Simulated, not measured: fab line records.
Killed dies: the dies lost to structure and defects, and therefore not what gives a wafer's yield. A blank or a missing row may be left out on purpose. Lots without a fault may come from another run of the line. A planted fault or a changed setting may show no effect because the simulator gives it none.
Struck lot and sound lot, side by side -- flow sky130 -- 23 out of 708 route steps
Sound: these wafers, L730.2, L730.3, L730.6. Struck: wafer L729.1 (left out: L729.4, L729.6 of the same lot, which were not struck); the cause appears at the end.
Each step with rows lists, per side, the tool, then ch with its chambers, then its first start. Under that, the readings that differ: sound wafers -- struck wafers -- difference of the means -- sigmas: that difference in standard deviations of wafers without a fault.
alike: words and numbers the same on both sides, and readings whose means are apart by under 2 such deviations; not compared: readings that were withheld, readings missing a value for some wafer, numbers with overlapping values and no deviation given by the record, and bounds like >300 which may hide the same value.
A row with sigmas, a row that says differs or no value, or rows on one side alone: a step with any of these is where the two part. Non-overlapping numbers with no deviation appear without sigmas and do not part them. A reading that every wafer of one side lacks parts them only if that side has two wafers or more.

first, 1 step without rows for these wafers: SKY_CAPM_DEVELOP_11 (develop time 60 s).
SKY_CAPM_OVL_MEAS_12:
  sound on overlay-02, day 39 23:40; struck on overlay-02, day 39 20:34
  alike: CAPM_OVL
SKY_CAPM_METAL_ETCH_13: etches TiN in Cl2/BCl3, stops on SiO2, target depth 220 nm, time 62.9 s.
  sound on rie_metal-04 ch 0,1, day 39 23:42; struck on rie_metal-04 ch 1, day 39 20:37
  alike: drypump_motor_current_A, he_backside_leak_sccm, oes_product_au, throttle_valve_pct
  not compared: rf_hours_counter_h
SKY_CAPM_STRIP_14: strips in O2/N2.
  sound on plasma_asher-04 ch 0,1, day 39 23:47; struck on plasma_asher-04 ch 0, day 39 20:41
  alike: drypump_motor_current_A, n2_flow_sccm, oes_product_au, strip_time_to_endpoint_s
  not compared: rf_hours_counter_h
then, 8 steps without rows for these wafers: SKY_CAPM_STRIP_15 (strips in post etch residue remover, time 1200 s); SKY_CAPM_CLEAN_16 (cleans in IPA, time 180 s); SKY_CAPM_CLEAN_17 (cleans in O3/DIW); SKY_METAL3_DEHYDRATE_05 (time 60 s); SKY_METAL3_HMDS_06 (prime time 60 s); SKY_METAL3_COAT_07 (resist thk 60 nm); SKY_METAL3_COAT_08 (resist thk 1140 nm); SKY_METAL3_SOFTBAKE_09 (time 90 s).
SKY_METAL3_EXPOSE_10: exposes mask MM3, target cd 300 nm.
  sound on krf_scanner-02 ch 0, day 40 11:43; struck on krf_scanner-01 ch 0, day 40 09:39
  alike: mask, focus_offset_nm
then, 2 steps without rows for these wafers: SKY_METAL3_PEB_11; SKY_METAL3_DEVELOP_12 (develop time 60 s).
SKY_METAL3_CD_MEAS_13: target cd 300 nm.
  sound on cd_sem-02, day 40 23:20; struck on cd_sem-02, day 40 21:07
reading,sound,struck,difference,sigmas
cd_nm (nm),299.5 299.6 301.8,267.5,-32.8,-23
SKY_METAL3_OVL_MEAS_14:
  sound on overlay-01, day 40 23:26; struck on overlay-02, day 40 21:14
  alike: METAL3_OVL
SKY_METAL3_DESCUM_15: chemistry O2, time 8 s.
  sound on rie_metal-04 ch 0,1, day 40 23:28; struck on rie_metal-01 ch 0, day 40 21:17
reading,sound,struck,difference,sigmas
oes_product_au (a.u.),1.004 1.010 1.019,0.975,-0.036,-2
model.METAL3.cd_nm (nm),299.8 299.9 301.5,266.4,-34.0,
  alike: drypump_motor_current_A, he_backside_leak_sccm
  not compared: rf_hours_counter_h
SKY_METAL3_ETCH_16: etches BARC in N2/H2, stops on SiO2, time 88.2 s, target depth 60 nm.
  sound on rie_metal-04 ch 0,1, day 40 23:30; struck on rie_metal-01 ch 0, day 40 21:19
reading,sound,struck,difference,sigmas
n2_flow_sccm (sccm),99.99 99.67 100.46,100.66,+0.62,+2
  alike: drypump_motor_current_A, he_backside_leak_sccm, oes_product_au, throttle_valve_pct
  not compared: rf_hours_counter_h
SKY_METAL3_ETCH_17: etches SiO2 in C4F8/O2/Ar, stops on TiN, time 3.9 s, target depth 15 nm.
  sound on rie_diel-03 ch 0,3, day 40 23:36; struck on rie_diel-01 ch 2, day 40 21:25
  alike: oes_product_au
  not compared: rf_hours_counter_h
SKY_METAL3_METAL_ETCH_18: etches the open film in Cl2/BCl3, stops on SiO2, target depth 845 nm, time 183.1 s.
  sound on rie_metal-01 ch 0,1, day 40 23:37; struck on rie_metal-03 ch 0, day 40 21:26
reading,sound,struck,difference,sigmas
model.METAL3.cd_nm (nm),298.4 294 301.4,267.7,-30.2,
  alike: drypump_motor_current_A, he_backside_leak_sccm, oes_product_au, throttle_valve_pct
  not compared: rf_hours_counter_h
SKY_METAL3_STRIP_19: strips in O2/N2.
  sound on plasma_asher-04 ch 0, day 40 23:48; struck on plasma_asher-02 ch 1, day 40 21:47
  alike: drypump_motor_current_A, n2_flow_sccm, oes_product_au, strip_time_to_endpoint_s
  not compared: rf_hours_counter_h
-- the record jumps here: 7 days lie between the struck wafers' starts before and after (it left off in module METAL3 and takes up again in module PAD_OPEN, whose first step shown is number 708 of the route) --
SKY_PAD_OPEN_PROBE_99:
  sound on prober-02, day 47 18:29; struck on prober-02, day 47 17:29
reading,sound,struck,difference,sigmas
model.etest.met3.width_nm (nm),298.3 293.3 296.9,268.9,-27.3,
model.etest.met3.line_ohm_um,0.1449 0.1433 0.1456,0.156,+0.011,

WHERE THEY PART
Last at SKY_METAL3_ETCH_16 as far as this record goes, first at SKY_METAL3_CD_MEAS_13. Later steps at which nothing parts them and some readings are alike: SKY_METAL3_ETCH_17, SKY_METAL3_METAL_ETCH_18, SKY_METAL3_STRIP_19.

WHY: whatever the simulator had introduced
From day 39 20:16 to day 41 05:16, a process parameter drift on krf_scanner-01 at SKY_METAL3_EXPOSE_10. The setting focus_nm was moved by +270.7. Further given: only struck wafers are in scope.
